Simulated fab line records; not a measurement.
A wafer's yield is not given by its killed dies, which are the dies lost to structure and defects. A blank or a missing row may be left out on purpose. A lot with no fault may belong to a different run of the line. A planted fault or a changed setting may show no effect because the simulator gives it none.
Problem report in the 8D (eight disciplines) form, filled by code | flow gf180mcu | the parts of the form that need people (team, actions taken, sign-off) are left out

## 1. THE ISSUE
Wafers without a fault read 0.4000 Pa, standard deviation 0.00084; chamber pressure pa at GF_SALICIDE_SPUTTER_03 reads a mean of 0.3762 Pa on 6 wafers belonging to 2 lots. Measured from the usual mean, that is -28 standard deviations.
The step: material TiN, target thk 20 nm, time 16.7 s.
The first sign was on wafer L283.1 at day 16 09:17, on pvd sputter-03. Wafers with a number at this step in the record: 42, from 14 lots. Rule for "out", or "out of limits": more than 4 standard deviations from the usual mean. Any other wafer with a number is counted as sound.

## 2. WHAT THIS IS AND IS NOT
question                    | is                     | is not
which readings at this step | chamber pressure pa    | -
which lots                  | L283, L284             | L281, L292, L293, L294, L295, L296, L297, L298, L299, L300, L301, L302
which wafers of those lots  | all that have a number | -
read on which tools         | pvd sputter-03         | pvd sputter-01, pvd sputter-04
when                        | from day 16 09:17      | up to then (3 sound wafers); but 33 sound wafers of L292, L293, L294, L295, L296, L297, L298, L299, L300, L301, L302 came after

## 3. SUSPECTS, AND WHAT RULES EACH OUT
Counting: a tool at any process step up to the reading remains a suspect when it ran all the lots that are out and ran no sound lot after the first of those.
- pvd sputter-03 at GF_SALICIDE_SPUTTER_03 (material TiN, target thk 20 nm, time 16.7 s): ruled out as a lasting fault. After its first lot that is out, L283 (day 16 09:17), sound lots L296, L298, L302 ran on it.
Left after counting: nothing in the record.

## 4. THE CAUSE (what the simulator had put in)
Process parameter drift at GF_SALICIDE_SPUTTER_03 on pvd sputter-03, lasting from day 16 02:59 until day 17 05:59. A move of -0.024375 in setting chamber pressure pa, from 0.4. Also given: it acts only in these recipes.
Counting ruled it out, wrongly.

## 5. THE EFFECT CHAIN, in route order
Rows list readings where the struck wafers' mean (over those with a number) sits beyond 3 standard deviations from the usual. Readings are gone through only where the record gives a usual standard deviation; hours: the median, over the lots, of the time from a lot's start at the first step in this table giving one to that lot's start at this step; sigmas: the change measured in usual standard deviations.
hours | step                   | reading             | usual     | on struck wafers | change  | sigmas
0     | GF_SALICIDE_SPUTTER_03 | chamber pressure pa | 0.4000 Pa | 0.3762           | -0.0238 | -28
Its process steps:
- GF_SALICIDE_SPUTTER_03: material TiN, target thk 20 nm, time 16.7 s.
Later measuring or inspecting steps at which every struck wafer that the step has a row for has a number for every such reading, and none has moved that far: GF_V1_THK_MEAS_01, GF_V1_THK_MEAS_03.

## 6. WHAT WOULD HAVE CAUGHT IT SOONER
In this record no reading fell out of limits until day 16 09:17, 6 hours after the fault had begun at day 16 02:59.
